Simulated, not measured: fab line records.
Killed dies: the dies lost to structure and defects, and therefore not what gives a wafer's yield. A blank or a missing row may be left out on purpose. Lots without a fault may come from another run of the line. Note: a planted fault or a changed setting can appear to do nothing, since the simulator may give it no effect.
Code-filled problem report in 8D (eight disciplines) form -- flow sfq line -- the parts of the form that need people (team, actions taken, sign-off) are left out

== 1. WHAT WENT WRONG ==
exposure dose mJ cm2 at SFQ_TRILAYER_M7_LITHO_EXPOSE_178 reads a mean of 14.970 on 12 wafers of 4 lots; wafers without a fault read 14.400 with a standard deviation of 0.014. That is +41 standard deviations from the usual mean.
The step: exposes mask M7, target cd 500 nm.
First seen on wafer L593.1, day 77 13:40, on krf scanner-01. The record has a number at this step for 39 wafers belonging to 13 lots. By rule, "out" or "out of limits" means more than 4 standard deviations away from the usual mean. The other wafers with a number count as sound.

== 2. WHAT IT IS AND WHAT IT IS NOT ==
question,is,is not
which readings at this step,exposure dose mJ cm2,-
which lots,"L593, L594, L595, L596","L586, L587, L588, L589, L590, L591, L592, L598, L609"
which wafers of those lots,all that have a number,-
read on which tools,krf scanner-01,krf scanner-02
when,from day 77 13:40,"up to then (21 sound wafers); but 6 sound wafers of L598, L609 came after"

== 3. THE SUSPECTS, EACH WITH WHAT RULES IT OUT ==
Counting: a tool stays on the suspect list if, at a process step up to the reading, it processed all lots that are out and no sound lot following the first of them.
- krf scanner-01 at SFQ_TRILAYER_M7_LITHO_EXPOSE_178 (exposes mask M7, target cd 500 nm): kept. It ran every lot that is out, first L593 (day 77 13:40), and no sound lot after that; its last sound lot up to then is L592 (day 77 11:16). On those wafers its own readings are out: exposure dose mJ cm2.
The count leaves krf scanner-01 at SFQ_TRILAYER_M7_LITHO_EXPOSE_178.

== 4. THE CAUSE (what the simulator had put in) ==
Drift in process parameters on krf scanner-01 at SFQ_TRILAYER_M7_LITHO_EXPOSE_178, starting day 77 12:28. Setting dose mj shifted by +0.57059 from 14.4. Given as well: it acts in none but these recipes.
After counting, this tool was the only one left.

== 5. THE EFFECT CHAIN, in route order ==
Rows list readings where the struck wafers' mean (over those with a number) sits beyond 3 standard deviations from the usual. Scope: only readings with a usual standard deviation given in the record; hours: median across lots of the time from each lot's start at the first step in this table that gives one to its start at this step; sigmas: change in usual standard deviations.
hours,step,reading,usual,on struck wafers,change,sigmas
0,SFQ_TRILAYER_M7_LITHO_EXPOSE_178,exposure dose mJ cm2,14.400,14.970,+0.570,+41
It contains these process steps:
- SFQ_TRILAYER_M7_LITHO_EXPOSE_178: exposes mask M7, target cd 500 nm.

== 6. WHAT WOULD HAVE CAUGHT IT SOONER ==
In this record the first reading out of limits was taken at day 77 13:40, 1 hour after the fault began at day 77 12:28.
